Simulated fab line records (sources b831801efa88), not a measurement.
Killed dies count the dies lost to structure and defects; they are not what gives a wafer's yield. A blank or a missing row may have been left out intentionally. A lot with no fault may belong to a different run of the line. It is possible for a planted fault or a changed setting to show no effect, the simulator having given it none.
fab line records :: flow sfqLine
record:
  lots: 7
  wafers: 21
  lastDay: 86
route steps=325 shown INCOMING@1 L0@3
lots that met no fault: taken from a fault-free run of the same line
startH: hours from the record's first day to the start of the lot's first wafer shown :: waitH: hours elapsed since this lot's preceding step :: " repeats the value in the row above :: L1.1+2: a single row standing in for several wafers :: - value missing, or start not given :: * or withheld: withheld :: < > ~ a bound
route shown NAME@n: a module of which the file shows steps, and the number in the route of the first :: usual: mean/standard deviation of fault-free wafers :: same: alike in all rows :: chamber/n: place in a boat :: sites: each site's reading :: _std_site: the values' standard deviation :: _edge_site: inner sites' mean taken away from outer sites' mean :: radiusMm: for every site, how far away it sits from the centre of the wafer :: mask NAME#n: copy n :: behind: the last tool/chamber to shape the wafer :: hold: reason for holding the lot/hours on hold/outcome of the hold :: device: names the non-switching transistor (n, p or np) :: end of line: the same wafers' tests at the end of the route :: where a step has no rows: the recipe by itself :: killed: dies lost to structure and defects at the first sort, not the wafer's yield :: map: shows each die of a wafer: x if killed, . if not, _ if none is there
set.NAME: the setting as run; set.NAME@STEP: as run at that earlier step :: model.NAME: the simulator's own value behind a step, which no gauge read
lots seen at some steps along the route; tables by step, rows by wafer
services: when a tool's chamber went out of use (startH, in hours from the record's first day, below 0 if earlier), for how many hours, and the reason
== steps ==
step: SFQ_INCOMING_BOW_MEAS_900
recipe:
  mode: bow
usual:
  INCOMING_BOW: 0/6.5
lot.wafer: L844.1
tool: filmMetro-02
chamber: -
startH: 50.00
waitH: -
INCOMING_BOW[um]: -7

lot.wafer: L844.2
tool: filmMetro-02
chamber: -
startH: 50.00
waitH: -
INCOMING_BOW[um]: 0

lot.wafer: L844.6
tool: filmMetro-02
chamber: -
startH: 50.00
waitH: -
INCOMING_BOW[um]: 6

lot.wafer: L847.2
tool: filmMetro-02
chamber: -
startH: 65.02
waitH: -
INCOMING_BOW[um]: 2

lot.wafer: L847.4
tool: filmMetro-02
chamber: -
startH: 65.02
waitH: -
INCOMING_BOW[um]: 1

lot.wafer: L847.5
tool: filmMetro-02
chamber: -
startH: 65.02
waitH: -
INCOMING_BOW[um]: -5

lot.wafer: L848.2
tool: filmMetro-02
chamber: -
startH: 70.02
waitH: -
INCOMING_BOW[um]: 2

lot.wafer: L848.3
tool: filmMetro-02
chamber: -
startH: 70.02
waitH: -
INCOMING_BOW[um]: -5

lot.wafer: L848.5
tool: filmMetro-02
chamber: -
startH: 70.02
waitH: -
INCOMING_BOW[um]: 0

lot.wafer: L849.1
tool: filmMetro-02
chamber: -
startH: 75.00
waitH: -
INCOMING_BOW[um]: 8

lot.wafer: L849.2
tool: filmMetro-02
chamber: -
startH: 75.00
waitH: -
INCOMING_BOW[um]: -15

lot.wafer: L849.5
tool: filmMetro-02
chamber: -
startH: 75.00
waitH: -
INCOMING_BOW[um]: 5

lot.wafer: L851.2
tool: filmMetro-01
chamber: -
startH: 85.02
waitH: -
INCOMING_BOW[um]: 1

lot.wafer: L851.4
tool: filmMetro-01
chamber: -
startH: 85.02
waitH: -
INCOMING_BOW[um]: -6

lot.wafer: L851.5
tool: filmMetro-01
chamber: -
startH: 85.02
waitH: -
INCOMING_BOW[um]: 8

lot.wafer: L854.1
tool: filmMetro-02
chamber: -
startH: 100.00
waitH: -
INCOMING_BOW[um]: 2

lot.wafer: L854.4
tool: filmMetro-02
chamber: -
startH: 100.00
waitH: -
INCOMING_BOW[um]: 1

lot.wafer: L854.5
tool: filmMetro-02
chamber: -
startH: 100.00
waitH: -
INCOMING_BOW[um]: 9

lot.wafer: L855.2
tool: filmMetro-01
chamber: -
startH: 105.02
waitH: -
INCOMING_BOW[um]: 7

lot.wafer: L855.3
tool: filmMetro-01
chamber: -
startH: 105.02
waitH: -
INCOMING_BOW[um]: -4

lot.wafer: L855.6
tool: filmMetro-01
chamber: -
startH: 105.02
waitH: -
INCOMING_BOW[um]: -5
step: SFQ_TRILAYER_INCOMING_OXIDATION_002
recipe:
  tempC: 1000
  ambient: H2O
  targetThkA: 5000
  pH2oTorr: 720
  oxTimeS: 4939
step: SFQ_TRILAYER_L0_DEP_SPUTTER_003
recipe:
  material: MoNx_KI
  basePressurePa: 1.33e-06
  targetThkNm: 40
  powerW: 800
  timeS: 100
  chamberPressurePa: 0.4
usual:
  chamberPressurePa: 0.3999/0.00079
  throttleValvePct: 29.8/1.3
lot.wafer: L844.1
tool: pvdSputter-06
chamber: -
startH: 52.49
waitH: 0.0
chamberPressurePa: 0.4006
throttleValvePct: 27.2

lot.wafer: L844.2
tool: pvdSputter-06
chamber: -
startH: 52.49
waitH: 0.0
chamberPressurePa: 0.3990
throttleValvePct: 30.1

lot.wafer: L844.6
tool: pvdSputter-06
chamber: -
startH: 52.49
waitH: 0.0
chamberPressurePa: 0.4011
throttleValvePct: 26.9

lot.wafer: L847.2
tool: pvdSputter-04
chamber: -
startH: 67.49
waitH: 0.0
chamberPressurePa: 0.4012
throttleValvePct: 32.5

lot.wafer: L847.4
tool: pvdSputter-04
chamber: -
startH: 67.49
waitH: 0.0
chamberPressurePa: 0.4000
throttleValvePct: 31.2

lot.wafer: L847.5
tool: pvdSputter-04
chamber: -
startH: 67.49
waitH: 0.0
chamberPressurePa: 0.3982
throttleValvePct: 29.6

lot.wafer: L848.2
tool: pvdSputter-06
chamber: -
startH: 72.49
waitH: 0.0
chamberPressurePa: 0.3989
throttleValvePct: 30.1

lot.wafer: L848.3
tool: pvdSputter-06
chamber: -
startH: 72.49
waitH: 0.0
chamberPressurePa: 0.3997
throttleValvePct: 27.2

lot.wafer: L848.5
tool: pvdSputter-06
chamber: -
startH: 72.49
waitH: 0.0
chamberPressurePa: 0.4003
throttleValvePct: 29.8

lot.wafer: L849.1
tool: pvdSputter-04
chamber: -
startH: 77.49
waitH: 0.0
chamberPressurePa: 0.4010
throttleValvePct: 29.5

lot.wafer: L849.2
tool: pvdSputter-04
chamber: -
startH: 77.49
waitH: 0.0
chamberPressurePa: 0.4005
throttleValvePct: 32.4

lot.wafer: L849.5
tool: pvdSputter-04
chamber: -
startH: 77.49
waitH: 0.0
chamberPressurePa: 0.4000
throttleValvePct: 29.7

lot.wafer: L851.2
tool: pvdSputter-03
chamber: -
startH: 87.49
waitH: 0.0
chamberPressurePa: 0.4010
throttleValvePct: 29.4

lot.wafer: L851.4
tool: pvdSputter-03
chamber: -
startH: 87.49
waitH: 0.0
chamberPressurePa: 0.3993
throttleValvePct: 28.3

lot.wafer: L851.5
tool: pvdSputter-03
chamber: -
startH: 87.49
waitH: 0.0
chamberPressurePa: 0.4003
throttleValvePct: 29.1

lot.wafer: L854.1
tool: pvdSputter-03
chamber: -
startH: 102.49
waitH: 0.0
chamberPressurePa: 0.3990
throttleValvePct: 29.5

lot.wafer: L854.4
tool: pvdSputter-03
chamber: -
startH: 102.49
waitH: 0.0
chamberPressurePa: 0.4004
throttleValvePct: 29.0

lot.wafer: L854.5
tool: pvdSputter-03
chamber: -
startH: 102.49
waitH: 0.0
chamberPressurePa: 0.4003
throttleValvePct: 28.5

lot.wafer: L855.2
tool: pvdSputter-03
chamber: -
startH: 107.49
waitH: 0.0
chamberPressurePa: 0.4000
throttleValvePct: 28.2

lot.wafer: L855.3
tool: pvdSputter-03
chamber: -
startH: 107.49
waitH: 0.0
chamberPressurePa: 0.4003
throttleValvePct: 28.5

lot.wafer: L855.6
tool: pvdSputter-03
chamber: -
startH: 107.49
waitH: 0.0
chamberPressurePa: 0.4007
throttleValvePct: 29.0
step: SFQ_L0_RS_MEAS_901
recipe:
  thkMeasGauge: four-point-probe
  reads: MoNx_KI_of_TRILAYER_L0_DEP_SPUTTER_003
usual:
  L0_MONX_KI_RS: 43.5/0.61
lot.wafer: L844.1
tool: filmMetro-02
chamber: -
startH: 52.56
waitH: 0.0
L0_MONX_KI_RS[ohm/sq]: 43.7

lot.wafer: L844.2
tool: filmMetro-02
chamber: -
startH: 52.56
waitH: 0.0
L0_MONX_KI_RS[ohm/sq]: 42.8

lot.wafer: L844.6
tool: filmMetro-02
chamber: -
startH: 52.56
waitH: 0.0
L0_MONX_KI_RS[ohm/sq]: 43.4

lot.wafer: L847.2
tool: filmMetro-03
chamber: -
startH: 67.58
waitH: 0.1
L0_MONX_KI_RS[ohm/sq]: 43.6

lot.wafer: L847.4
tool: filmMetro-03
chamber: -
startH: 67.58
waitH: 0.1
L0_MONX_KI_RS[ohm/sq]: 44.4

lot.wafer: L847.5
tool: filmMetro-03
chamber: -
startH: 67.58
waitH: 0.1
L0_MONX_KI_RS[ohm/sq]: 43.6

lot.wafer: L848.2
tool: filmMetro-01
chamber: -
startH: 72.58
waitH: 0.1
L0_MONX_KI_RS[ohm/sq]: 44.0

lot.wafer: L848.3
tool: filmMetro-01
chamber: -
startH: 72.58
waitH: 0.1
L0_MONX_KI_RS[ohm/sq]: 42.9

lot.wafer: L848.5
tool: filmMetro-01
chamber: -
startH: 72.58
waitH: 0.1
L0_MONX_KI_RS[ohm/sq]: 43.1

lot.wafer: L849.1
tool: filmMetro-02
chamber: -
startH: 77.56
waitH: 0.0
L0_MONX_KI_RS[ohm/sq]: 43.5

lot.wafer: L849.2
tool: filmMetro-02
chamber: -
startH: 77.56
waitH: 0.0
L0_MONX_KI_RS[ohm/sq]: 43.7

lot.wafer: L849.5
tool: filmMetro-02
chamber: -
startH: 77.56
waitH: 0.0
L0_MONX_KI_RS[ohm/sq]: 43.3

lot.wafer: L851.2
tool: filmMetro-01
chamber: -
startH: 87.59
waitH: 0.1
L0_MONX_KI_RS[ohm/sq]: 43.8

lot.wafer: L851.4
tool: filmMetro-01
chamber: -
startH: 87.59
waitH: 0.1
L0_MONX_KI_RS[ohm/sq]: 43.5

lot.wafer: L851.5
tool: filmMetro-01
chamber: -
startH: 87.59
waitH: 0.1
L0_MONX_KI_RS[ohm/sq]: 43.8

lot.wafer: L854.1
tool: filmMetro-01
chamber: -
startH: 102.56
waitH: 0.0
L0_MONX_KI_RS[ohm/sq]: 43.6

lot.wafer: L854.4
tool: filmMetro-01
chamber: -
startH: 102.56
waitH: 0.0
L0_MONX_KI_RS[ohm/sq]: 43.9

lot.wafer: L854.5
tool: filmMetro-01
chamber: -
startH: 102.56
waitH: 0.0
L0_MONX_KI_RS[ohm/sq]: 42.8

lot.wafer: L855.2
tool: filmMetro-01
chamber: -
startH: 107.58
waitH: 0.1
L0_MONX_KI_RS[ohm/sq]: 43.3

lot.wafer: L855.3
tool: filmMetro-01
chamber: -
startH: 107.58
waitH: 0.1
L0_MONX_KI_RS[ohm/sq]: 43.9

lot.wafer: L855.6
tool: filmMetro-01
chamber: -
startH: 107.58
waitH: 0.1
L0_MONX_KI_RS[ohm/sq]: 44.4
step: SFQ_L0_THK_MEAS_902
recipe:
  thkMeasGauge: xrf
  reads: MoNx_KI_of_TRILAYER_L0_DEP_SPUTTER_003
usual:
  L0_MONX_KI_THK: 40.5/0.6
lot.wafer: L844.1
tool: filmMetro-02
chamber: -
startH: 52.68
waitH: 0.1
L0_MONX_KI_THK[nm]: 40.3

lot.wafer: L844.2
tool: filmMetro-02
chamber: -
startH: 52.68
waitH: 0.1
L0_MONX_KI_THK[nm]: 41.0

lot.wafer: L844.6
tool: filmMetro-02
chamber: -
startH: 52.68
waitH: 0.1
L0_MONX_KI_THK[nm]: 40.7

lot.wafer: L847.2
tool: filmMetro-03
chamber: -
startH: 67.69
waitH: 0.1
L0_MONX_KI_THK[nm]: 40.4

lot.wafer: L847.4
tool: filmMetro-03
chamber: -
startH: 67.69
waitH: 0.1
L0_MONX_KI_THK[nm]: 39.4

lot.wafer: L847.5
tool: filmMetro-03
chamber: -
startH: 67.69
waitH: 0.1
L0_MONX_KI_THK[nm]: 40.6

lot.wafer: L848.2
tool: filmMetro-01
chamber: -
startH: 72.69
waitH: 0.1
L0_MONX_KI_THK[nm]: 40.4

lot.wafer: L848.3
tool: filmMetro-01
chamber: -
startH: 72.69
waitH: 0.1
L0_MONX_KI_THK[nm]: 41.4

lot.wafer: L848.5
tool: filmMetro-01
chamber: -
startH: 72.69
waitH: 0.1
L0_MONX_KI_THK[nm]: 41.3

lot.wafer: L849.1
tool: filmMetro-02
chamber: -
startH: 77.68
waitH: 0.1
L0_MONX_KI_THK[nm]: 40.5

lot.wafer: L849.2
tool: filmMetro-02
chamber: -
startH: 77.68
waitH: 0.1
L0_MONX_KI_THK[nm]: 40.4

lot.wafer: L849.5
tool: filmMetro-02
chamber: -
startH: 77.68
waitH: 0.1
L0_MONX_KI_THK[nm]: 40.6

lot.wafer: L851.2
tool: filmMetro-01
chamber: -
startH: 87.70
waitH: 0.1
L0_MONX_KI_THK[nm]: 40.4

lot.wafer: L851.4
tool: filmMetro-01
chamber: -
startH: 87.70
waitH: 0.1
L0_MONX_KI_THK[nm]: 40.9

lot.wafer: L851.5
tool: filmMetro-01
chamber: -
startH: 87.70
waitH: 0.1
L0_MONX_KI_THK[nm]: 40.1

lot.wafer: L854.1
tool: filmMetro-01
chamber: -
startH: 102.68
waitH: 0.1
L0_MONX_KI_THK[nm]: 40.4

lot.wafer: L854.4
tool: filmMetro-01
chamber: -
startH: 102.68
waitH: 0.1
L0_MONX_KI_THK[nm]: 40.2

lot.wafer: L854.5
tool: filmMetro-01
chamber: -
startH: 102.68
waitH: 0.1
L0_MONX_KI_THK[nm]: 41.3

lot.wafer: L855.2
tool: filmMetro-01
chamber: -
startH: 107.69
waitH: 0.1
L0_MONX_KI_THK[nm]: 40.5

lot.wafer: L855.3
tool: filmMetro-01
chamber: -
startH: 107.69
waitH: 0.1
L0_MONX_KI_THK[nm]: 39.9

lot.wafer: L855.6
tool: filmMetro-01
chamber: -
startH: 107.69
waitH: 0.1
L0_MONX_KI_THK[nm]: 39.5
step: SFQ_TRILAYER_L0_LITHO_COAT_010
recipe:
  resist: BARC
  spinRpm: 3000
  resistThkNm: 62
step: SFQ_TRILAYER_L0_LITHO_COAT_005
recipe:
  resist: KrF
  spinRpm: 3000
  resistThkNm: 600
step: SFQ_TRILAYER_L0_LITHO_SOFTBAKE_009
recipe:
  tempC: withheld
  timeS: withheld
  resist: KrF
step: SFQ_TRILAYER_L0_LITHO_EXPOSE_006
recipe:
  maskId: L0
  na: 0.6
  sourceShape: conventional
  sigmaOuter: 0.65
  targetCdNm: 2000
  doseMj: 14.4
step: SFQ_TRILAYER_L0_LITHO_PEB_008
recipe:
  pebTempC: 115
  pebTimeS: 60
  resist: KrF
step: SFQ_TRILAYER_L0_LITHO_DEVELOP_007
recipe:
  timeS: 60
  resist: KrF
step: SFQ_TRILAYER_L0_BARC_OPEN_METAL_ETCH_010
recipe:
  maskMaterial: PR
  chemistry: O2
  targetDepthNm: 125
  target: BARC
  icpW: 600
  biasW: 80
  pressureMtorr: 10
  timeS: 41.7
usual:
  biasW: 80.06/0.21
  drypumpMotorCurrentA: 5.7/0.35
  oesProductAu: 0.685/0.0052
lot.wafer: L844.1
tool: rieMetal-03
chamber: 1
startH: 127.38
waitH: 0.1
biasW: 79.89
drypumpMotorCurrentA: 6.0
oesProductAu: 0.679
rfHoursCounterH: 11

lot.wafer: L844.2
tool: rieMetal-03
chamber: 0
startH: 127.38
waitH: 0.1
biasW: 80.39
drypumpMotorCurrentA: 5.9
oesProductAu: 0.681
rfHoursCounterH: 130

lot.wafer: L844.6
tool: rieMetal-03
chamber: 0
startH: 127.38
waitH: 0.1
biasW: 80.21
drypumpMotorCurrentA: 5.9
oesProductAu: 0.690
rfHoursCounterH: -

lot.wafer: L847.2
tool: rieMetal-03
chamber: 1
startH: 145.66
waitH: 0.1
biasW: 80.07
drypumpMotorCurrentA: 6.0
oesProductAu: 0.692
rfHoursCounterH: 14

lot.wafer: L847.4
tool: rieMetal-03
chamber: 1
startH: 145.66
waitH: 0.1
biasW: 79.96
drypumpMotorCurrentA: 6.0
oesProductAu: 0.686
rfHoursCounterH: -

lot.wafer: L847.5
tool: rieMetal-03
chamber: 1
startH: 145.66
waitH: 0.1
biasW: 80.34
drypumpMotorCurrentA: 6.0
oesProductAu: 0.687
rfHoursCounterH: -

lot.wafer: L848.2
tool: rieMetal-02
chamber: 1
startH: 149.26
waitH: 0.1
biasW: 80.37
drypumpMotorCurrentA: 5.8
oesProductAu: 0.680
rfHoursCounterH: 106

lot.wafer: L848.3
tool: rieMetal-02
chamber: 0
startH: 149.26
waitH: 0.1
biasW: 80.26
drypumpMotorCurrentA: 5.6
oesProductAu: 0.692
rfHoursCounterH: -

lot.wafer: L848.5
tool: rieMetal-02
chamber: 0
startH: 149.26
waitH: 0.1
biasW: 80.29
drypumpMotorCurrentA: 5.6
oesProductAu: 0.676
rfHoursCounterH: -

lot.wafer: L849.1
tool: rieMetal-03
chamber: 0
startH: 155.26
waitH: 0.1
biasW: 79.80
drypumpMotorCurrentA: 5.9
oesProductAu: 0.691
rfHoursCounterH: 136

lot.wafer: L849.2
tool: rieMetal-03
chamber: 1
startH: 155.26
waitH: 0.1
biasW: 79.95
drypumpMotorCurrentA: 6.0
oesProductAu: 0.682
rfHoursCounterH: 16

lot.wafer: L849.5
tool: rieMetal-03
chamber: 1
startH: 155.26
waitH: 0.1
biasW: 79.61
drypumpMotorCurrentA: 6.0
oesProductAu: 0.682
rfHoursCounterH: -

lot.wafer: L851.2
tool: rieMetal-03
chamber: 0
startH: 166.06
waitH: 0.1
biasW: 80.15
drypumpMotorCurrentA: 5.9
oesProductAu: 0.690
rfHoursCounterH: 138

lot.wafer: L851.4
tool: rieMetal-03
chamber: 0
startH: 166.06
waitH: 0.1
biasW: 79.97
drypumpMotorCurrentA: 5.9
oesProductAu: 0.686
rfHoursCounterH: -

lot.wafer: L851.5
tool: rieMetal-03
chamber: 1
startH: 166.06
waitH: 0.1
biasW: 80.12
drypumpMotorCurrentA: 6.0
oesProductAu: 0.670
rfHoursCounterH: -

lot.wafer: L854.1
tool: rieMetal-02
chamber: 1
startH: 179.26
waitH: 0.1
biasW: 80.13
drypumpMotorCurrentA: 5.7
oesProductAu: 0.687
rfHoursCounterH: 113

lot.wafer: L854.4
tool: rieMetal-02
chamber: 1
startH: 179.26
waitH: 0.1
biasW: 80.22
drypumpMotorCurrentA: 5.8
oesProductAu: 0.697
rfHoursCounterH: -

lot.wafer: L854.5
tool: rieMetal-02
chamber: 1
startH: 179.26
waitH: 0.1
biasW: 80.33
drypumpMotorCurrentA: 5.8
oesProductAu: 0.693
rfHoursCounterH: -

lot.wafer: L855.2
tool: rieMetal-04
chamber: 1
startH: 182.86
waitH: 0.1
biasW: 79.98
drypumpMotorCurrentA: 5.8
oesProductAu: 0.683
rfHoursCounterH: 18

lot.wafer: L855.3
tool: rieMetal-04
chamber: 0
startH: 182.86
waitH: 0.1
biasW: 79.86
drypumpMotorCurrentA: 5.0
oesProductAu: 0.684
rfHoursCounterH: -

lot.wafer: L855.6
tool: rieMetal-04
chamber: 0
startH: 182.86
waitH: 0.1
biasW: 80.14
drypumpMotorCurrentA: 5.0
oesProductAu: 0.685
rfHoursCounterH: -
step: SFQ_TRILAYER_L0_ETCH_METAL_ETCH_008
recipe:
  target: MoNx_KI
  stopOn: SiO2
  maskMaterial: PR
  chemistry: SF6/O2
  targetDepthNm: 50
  icpW: 600
  biasW: 80
  pressureMtorr: 10
  timeS: 25
usual:
  biasW: 79.97/0.25
  drypumpMotorCurrentA: 5.7/0.35
  oesProductAu: 0.873/0.009
lot.wafer: L844.1
tool: rieMetal-03
chamber: 1
startH: 127.44
waitH: 0.0
biasW: 80.22
drypumpMotorCurrentA: 6.0
oesProductAu: 0.865
rfHoursCounterH: 11

lot.wafer: L844.2
tool: rieMetal-03
chamber: 0
startH: 127.44
waitH: 0.0
biasW: 79.84
drypumpMotorCurrentA: 6.0
oesProductAu: 0.887
rfHoursCounterH: 130

lot.wafer: L844.6
tool: rieMetal-03
chamber: 0
startH: 127.44
waitH: 0.0
biasW: 79.50
drypumpMotorCurrentA: 5.9
oesProductAu: 0.876
rfHoursCounterH: -

lot.wafer: L847.2
tool: rieMetal-03
chamber: 1
startH: 145.72
waitH: 0.0
biasW: 92.24
drypumpMotorCurrentA: 6.0
oesProductAu: 0.868
rfHoursCounterH: 14

lot.wafer: L847.4
tool: rieMetal-03
chamber: 1
startH: 145.72
waitH: 0.0
biasW: 92.52
drypumpMotorCurrentA: 6.0
oesProductAu: 0.867
rfHoursCounterH: -

lot.wafer: L847.5
tool: rieMetal-03
chamber: 1
startH: 145.72
waitH: 0.0
biasW: 92.30
drypumpMotorCurrentA: 6.0
oesProductAu: 0.872
rfHoursCounterH: -

lot.wafer: L848.2
tool: rieMetal-02
chamber: 1
startH: 149.34
waitH: 0.1
biasW: 79.81
drypumpMotorCurrentA: 5.8
oesProductAu: 0.867
rfHoursCounterH: 106

lot.wafer: L848.3
tool: rieMetal-02
chamber: 0
startH: 149.34
waitH: 0.1
biasW: 79.81
drypumpMotorCurrentA: 5.6
oesProductAu: 0.884
rfHoursCounterH: -

lot.wafer: L848.5
tool: rieMetal-02
chamber: 0
startH: 149.34
waitH: 0.1
biasW: 79.92
drypumpMotorCurrentA: 5.6
oesProductAu: 0.881
rfHoursCounterH: -

lot.wafer: L849.1
tool: rieMetal-03
chamber: 0
startH: 155.32
waitH: 0.0
biasW: 80.05
drypumpMotorCurrentA: 5.9
oesProductAu: 0.871
rfHoursCounterH: 136

lot.wafer: L849.2
tool: rieMetal-03
chamber: 1
startH: 155.32
waitH: 0.0
biasW: 92.67
drypumpMotorCurrentA: 6.0
oesProductAu: 0.871
rfHoursCounterH: 16

lot.wafer: L849.5
tool: rieMetal-03
chamber: 1
startH: 155.32
waitH: 0.0
biasW: 92.54
drypumpMotorCurrentA: 6.0
oesProductAu: 0.880
rfHoursCounterH: -

lot.wafer: L851.2
tool: rieMetal-03
chamber: 0
startH: 166.12
waitH: 0.0
biasW: 79.97
drypumpMotorCurrentA: 5.9
oesProductAu: 0.873
rfHoursCounterH: 138

lot.wafer: L851.4
tool: rieMetal-03
chamber: 0
startH: 166.12
waitH: 0.0
biasW: 80.31
drypumpMotorCurrentA: 6.0
oesProductAu: 0.871
rfHoursCounterH: -

lot.wafer: L851.5
tool: rieMetal-03
chamber: 1
startH: 166.12
waitH: 0.0
biasW: 92.73
drypumpMotorCurrentA: 6.0
oesProductAu: 0.866
rfHoursCounterH: -

lot.wafer: L854.1
tool: rieMetal-02
chamber: 1
startH: 179.38
waitH: 0.1
biasW: 80.01
drypumpMotorCurrentA: 5.8
oesProductAu: 0.876
rfHoursCounterH: 113

lot.wafer: L854.4
tool: rieMetal-02
chamber: 1
startH: 179.38
waitH: 0.1
biasW: 79.64
drypumpMotorCurrentA: 5.8
oesProductAu: 0.869
rfHoursCounterH: -

lot.wafer: L854.5
tool: rieMetal-02
chamber: 1
startH: 179.38
waitH: 0.1
biasW: 79.45
drypumpMotorCurrentA: 5.8
oesProductAu: 0.891
rfHoursCounterH: -

lot.wafer: L855.2
tool: rieMetal-04
chamber: 1
startH: 182.92
waitH: 0.0
biasW: 79.99
drypumpMotorCurrentA: 5.8
oesProductAu: 0.869
rfHoursCounterH: 18

lot.wafer: L855.3
tool: rieMetal-04
chamber: 0
startH: 182.92
waitH: 0.0
biasW: 79.88
drypumpMotorCurrentA: 5.0
oesProductAu: 0.872
rfHoursCounterH: -

lot.wafer: L855.6
tool: rieMetal-04
chamber: 0
startH: 182.92
waitH: 0.0
biasW: 79.78
drypumpMotorCurrentA: 5.0
oesProductAu: 0.860
rfHoursCounterH: -
step: SFQ_TRILAYER_L0_STRIP_STRIP_009
recipe:
  gas: O2
  powerW: 200
  platenTempC: 40
  overashFraction: 0.65
  chemistry: O2
  pressureMtorr: 50
usual:
  drypumpMotorCurrentA: 5.7/0.35
  oesProductAu: 0.997/0.015
lot.wafer: L844.1
tool: rieMetal-03
chamber: 1
startH: 127.49
waitH: 0.0
drypumpMotorCurrentA: 5.9
oesProductAu: 1.015
rfHoursCounterH: 11

lot.wafer: L844.2
tool: rieMetal-03
chamber: 0
startH: 127.49
waitH: 0.0
drypumpMotorCurrentA: 5.9
oesProductAu: 0.987
rfHoursCounterH: 131

lot.wafer: L844.6
tool: rieMetal-03
chamber: 0
startH: 127.49
waitH: 0.0
drypumpMotorCurrentA: 5.9
oesProductAu: 0.981
rfHoursCounterH: -

lot.wafer: L847.2
tool: rieMetal-03
chamber: 1
startH: 145.76
waitH: 0.0
drypumpMotorCurrentA: 6.0
oesProductAu: 1.004
rfHoursCounterH: 14

lot.wafer: L847.4
tool: rieMetal-03
chamber: 1
startH: 145.76
waitH: 0.0
drypumpMotorCurrentA: 6.0
oesProductAu: 1.004
rfHoursCounterH: -

lot.wafer: L847.5
tool: rieMetal-03
chamber: 1
startH: 145.76
waitH: 0.0
drypumpMotorCurrentA: 6.0
oesProductAu: 1.016
rfHoursCounterH: -

lot.wafer: L848.2
tool: rieMetal-02
chamber: 1
startH: 149.40
waitH: 0.0
drypumpMotorCurrentA: 5.8
oesProductAu: 0.982
rfHoursCounterH: 106

lot.wafer: L848.3
tool: rieMetal-02
chamber: 0
startH: 149.40
waitH: 0.0
drypumpMotorCurrentA: 5.6
oesProductAu: 1.003
rfHoursCounterH: -

lot.wafer: L848.5
tool: rieMetal-02
chamber: 0
startH: 149.40
waitH: 0.0
drypumpMotorCurrentA: 5.6
oesProductAu: 1.006
rfHoursCounterH: -

lot.wafer: L849.1
tool: rieMetal-03
chamber: 0
startH: 155.36
waitH: 0.0
drypumpMotorCurrentA: 6.0
oesProductAu: 0.981
rfHoursCounterH: 136

lot.wafer: L849.2
tool: rieMetal-03
chamber: 1
startH: 155.36
waitH: 0.0
drypumpMotorCurrentA: 6.0
oesProductAu: 1.019
rfHoursCounterH: 16

lot.wafer: L849.5
tool: rieMetal-03
chamber: 1
startH: 155.36
waitH: 0.0
drypumpMotorCurrentA: 6.0
oesProductAu: 1.022
rfHoursCounterH: -

lot.wafer: L851.2
tool: rieMetal-03
chamber: 0
startH: 166.16
waitH: 0.0
drypumpMotorCurrentA: 5.9
oesProductAu: 0.988
rfHoursCounterH: 138

lot.wafer: L851.4
tool: rieMetal-03
chamber: 0
startH: 166.16
waitH: 0.0
drypumpMotorCurrentA: 5.9
oesProductAu: 0.989
rfHoursCounterH: -

lot.wafer: L851.5
tool: rieMetal-03
chamber: 1
startH: 166.16
waitH: 0.0
drypumpMotorCurrentA: 6.0
oesProductAu: 1.008
rfHoursCounterH: -

lot.wafer: L854.1
tool: rieMetal-02
chamber: 1
startH: 179.47
waitH: 0.1
drypumpMotorCurrentA: 5.8
oesProductAu: 0.968
rfHoursCounterH: 114

lot.wafer: L854.4
tool: rieMetal-02
chamber: 1
startH: 179.47
waitH: 0.1
drypumpMotorCurrentA: 5.7
oesProductAu: 0.985
rfHoursCounterH: -

lot.wafer: L854.5
tool: rieMetal-02
chamber: 1
startH: 179.47
waitH: 0.1
drypumpMotorCurrentA: 5.7
oesProductAu: 0.985
rfHoursCounterH: -

lot.wafer: L855.2
tool: rieMetal-04
chamber: 1
startH: 182.96
waitH: 0.0
drypumpMotorCurrentA: 5.8
oesProductAu: 1.004
rfHoursCounterH: 18

lot.wafer: L855.3
tool: rieMetal-04
chamber: 0
startH: 182.96
waitH: 0.0
drypumpMotorCurrentA: 5.0
oesProductAu: 1.006
rfHoursCounterH: -

lot.wafer: L855.6
tool: rieMetal-04
chamber: 0
startH: 182.96
waitH: 0.0
drypumpMotorCurrentA: 5.0
oesProductAu: 1.007
rfHoursCounterH: -
== services ==
tool: rieMetal-04
chamber: 1
startH: 29.59
hours: -
kind: clean

tool: rieMetal-04
chamber: 1
startH: 29.59
hours: -
kind: consumableReplace:focusRing

tool: rieMetal-04
chamber: 1
startH: 29.59
hours: 21.0
kind: scheduledDown

tool: rieMetal-04
chamber: 1
startH: 29.59
hours: 21.0
kind: ventCycle

tool: rieMetal-03
chamber: 1
startH: 34.33
hours: -
kind: clean

tool: rieMetal-03
chamber: 1
startH: 34.33
hours: -
kind: consumableReplace:focusRing

tool: rieMetal-03
chamber: 1
startH: 34.33
hours: 24.6
kind: scheduledDown

tool: rieMetal-03
chamber: 1
startH: 34.33
hours: 24.6
kind: ventCycle

tool: rieMetal-04
chamber: -
startH: 38.92
hours: 1.4
kind: pm

tool: rieMetal-03
chamber: -
startH: 48.79
hours: 0.6
kind: repair

tool: rieMetal-03
chamber: -
startH: 51.08
hours: 1.2
kind: repair

tool: rieMetal-02
chamber: 0
startH: 51.24
hours: 1.9
kind: repair

tool: rieMetal-04
chamber: -
startH: 57.59
hours: 0.7
kind: repair

tool: pvdSputter-03
chamber: -
startH: 93.17
hours: 4.7
kind: repair

tool: pvdSputter-04
chamber: -
startH: 110.34
hours: 0.5
kind: repair

tool: rieMetal-02
chamber: 0
startH: 175.34
hours: 5.9
kind: repair
== key ==
firstSign:
  step: SFQ_TRILAYER_L0_ETCH_METAL_ETCH_008
  reading: biasW
  direction: up
  sigmas: 50
  usual: 79.97
  struck: 92.50
effect none on later readings
metAt SFQ_TRILAYER_L0_ETCH_METAL_ETCH_008
struckWafers L847.2,L847.4,L847.5,L849.2,L849.5,L851.5
onsetBetween 127.44 145.72
fault:
  kind: processParameterDrift
  tool: rieMetal-03
  chamber: 1
  onsetH: 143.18
  steps: SFQ_TRILAYER_L0_ETCH_METAL_ETCH_008
  channel: biasW
  offset: 12.428
  shape: step
  endH: 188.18
  actsIn: theseRecipesOnly
  stated: 80
